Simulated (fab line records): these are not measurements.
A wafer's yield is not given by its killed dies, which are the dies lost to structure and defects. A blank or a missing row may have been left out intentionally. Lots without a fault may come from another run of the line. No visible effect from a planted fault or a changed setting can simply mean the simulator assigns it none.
Problem report in the 8D (eight disciplines) form, filled by code / flow sky130 / the parts of the form that need people (team, actions taken, sign-off) are left out

1. PROBLEM STATEMENT
Across 6 wafers from 2 lots, NWELL_2_TW at SKY_NWELL_TW_MEAS_26 averages 555, while fault-free wafers read 496 with a standard deviation of 5.7. Measured from the usual mean, that is +10 standard deviations.
First observed at day 9 18:57: wafer L266.1, on film metro-04. At this step, 42 wafers from 14 lots have a number in the record. By rule, "out" or "out of limits" means more than 4 standard deviations away from the usual mean. All remaining wafers that have a number are taken as sound.

2. WHAT IT IS, WHAT IT ISN'T
question=which readings at this step | is=NWELL_2_TW | is not=-
question=which lots | is=L266, L267 | is not=L249, L250, L251, L252, L253, L254, L255, L256, L260, L263, L265, L269
question=which wafers of those lots | is=all that have a number | is not=-
question=read on which gauges | is=film metro-01, film metro-04 | is not=film metro-03
question=when | is=from day 9 18:57 | is not=up to then (33 sound wafers); but 3 sound wafers of L269 came after

3. THE SUSPECTS, EACH WITH WHAT RULES IT OUT
Counting: a tool at a process step up to the reading stays a suspect if it ran every lot that is out and no sound lot after the first of them.
- ruled out: the gauge at SKY_NWELL_TW_MEAS_26. The wafers that are out were read on 2 gauges (film metro-01, film metro-04).
- litho track-04 at SKY_PWDE_COAT_02 (resist thk 3059 nm): kept. All lots that are out passed through it, beginning with L266 at day 7 12:38, and no sound lot followed; its final sound lot before that point was L255 at day 4 20:05.
Left after counting: litho track-04 at SKY_PWDE_COAT_02.

4. THE CAUSE (what the simulator had put in)
Step skipped in full: litho track-04, at SKY_PWDE_COAT_02, from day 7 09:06 onward. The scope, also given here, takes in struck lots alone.
The count eliminated every tool but this one.

5. THE EFFECT CHAIN, in route order
Each row: a reading where the mean over the struck wafers with a number is more than 3 standard deviations away from the usual. Only readings whose record carries a usual standard deviation are examined. hours: median over the lots of the time between each lot's start at the first step of this table that gives one and its start at this step. sigmas: the change, counted in usual standard deviations.
hours=0; step=SKY_NWELL_TW_MEAS_26; reading=NWELL_2_TW; usual=496; on struck wafers=555; change=+59; sigmas=+10
Readings that are blank on the struck wafers while sound wafers have them: chill plate temp C at SKY_PWDE_COAT_02; dispense pressure kPa at SKY_PWDE_COAT_02; spin speed rpm at SKY_PWDE_COAT_02; PWDE_OVL at SKY_PWDE_OVL_MEAS_07; oes product au at SKY_PWDE_STRIP_09; strip time to endpoint s at SKY_PWDE_STRIP_09.

6. HOW IT WOULD HAVE BEEN CAUGHT EARLIER
In this record the first reading out of limits at a measuring or inspecting step was taken at day 9 18:57, 58 hours after the fault began at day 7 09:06.
Between SKY_PWDE_COAT_02 and SKY_NWELL_TW_MEAS_26, SKY_PWDE_OVL_MEAS_07 gave no PWDE_OVL on the struck wafers, where sound wafers have one: a measuring or inspecting step that comes back empty is itself a sign.
At SKY_PWDE_COAT_02 the tool's readings are blank on the struck wafers, where sound wafers have them: an empty tool record is the first sign, and it was there at once.
All the lots that are out (2) had begun SKY_PWDE_COAT_02 on litho track-04 by day 9 18:57. None of them would have been spared by holding the tool at that moment.
